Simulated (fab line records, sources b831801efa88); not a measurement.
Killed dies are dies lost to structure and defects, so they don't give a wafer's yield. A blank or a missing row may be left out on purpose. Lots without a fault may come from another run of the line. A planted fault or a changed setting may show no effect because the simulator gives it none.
Problem report in the 8D (eight disciplines) form, filled by code | flow gf180mcu | the parts of the form that need people (team, actions taken, sign-off) are left out

1. THE PROBLEM
cd_nm at GF_STI_CD_MEAS_12 reads a mean of 207.8 nm on 3 wafers of 2 lots; wafers without a fault read 220.1 nm with a standard deviation of 1.1. That is -11 standard deviations from the usual mean.
The step: target cd 220 nm.
First seen on wafer L840.1, day 5 02:27, on cd_sem-01. The record holds 35 wafers of 12 lots with a number at this step. Rule for "out", or "out of limits": more than 4 standard deviations from the usual mean. The other wafers with a number count as sound.

2. WHAT IT IS AND WHAT IT IS NOT
question                    | is                     | is not
which readings at this step | cd_nm                  | -
which lots                  | L840, L842             | L826, L827, L828, L830, L831, L832, L843, L844, L846, L849
which wafers of those lots  | L840.1, L842.1, L842.2 | L840.4, L842.3
read on which gauges        | cd_sem-01, cd_sem-02   | -
when                        | from day 5 02:27       | up to then (19 sound wafers); but 13 sound wafers of L842, L843, L844, L846, L849 came after

3. SUSPECTS, AND WHAT RULES EACH OUT
Counting: a tool at a process step up to the reading stays a suspect if it ran every lot that is out. Sound lots after the first of them don't rule it out here, since some wafers of a struck lot are sound.
- the gauge at GF_STI_CD_MEAS_12: ruled out. The wafers that are out were read on 2 gauges (cd_sem-01, cd_sem-02).
- krf_scanner-02 at GF_STI_EXPOSE_09 (exposes mask COMP, target cd 220 nm): kept. It ran every lot that is out, first L840 (day 4 20:22); its last sound lot up to then is L832 (day 3 02:31).
Left after counting: krf_scanner-02 at GF_STI_EXPOSE_09.

4. THE CAUSE (what the simulator had put in)
Process parameter drift: krf_scanner-02, from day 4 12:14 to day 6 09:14, at GF_STI_EXPOSE_09. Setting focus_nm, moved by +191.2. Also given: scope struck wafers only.
Counting left only this tool.

5. THE CHAIN OF EFFECTS, in route order
Each row: a reading whose mean over the struck wafers that have a number lies more than 3 standard deviations from the usual. Only readings for which the record gives a usual standard deviation are gone through. hours: the time from each lot's start at the first step in this table that gives one to its start at this step, as a median over the lots. sigmas: the change in usual standard deviations.
hours | step              | reading | usual    | on struck wafers | change | sigmas
0     | GF_STI_CD_MEAS_12 | cd_nm   | 220.1 nm | 207.8            | -12.3  | -11
Later measuring or inspecting steps at which every struck wafer that the step has a row for has a number for every such reading, and none has moved that far: GF_NWELL_TW_MEAS_11.

6. WHAT WOULD HAVE CAUGHT IT SOONER
In this record the first reading out of limits at a measuring or inspecting step was taken at day 5 02:27, 14 hours after the fault began at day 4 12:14.
Of the lots that are out (2), L842 began GF_STI_EXPOSE_09 on krf_scanner-02 after day 5 02:27. A hold on the tool at that time would have spared it.
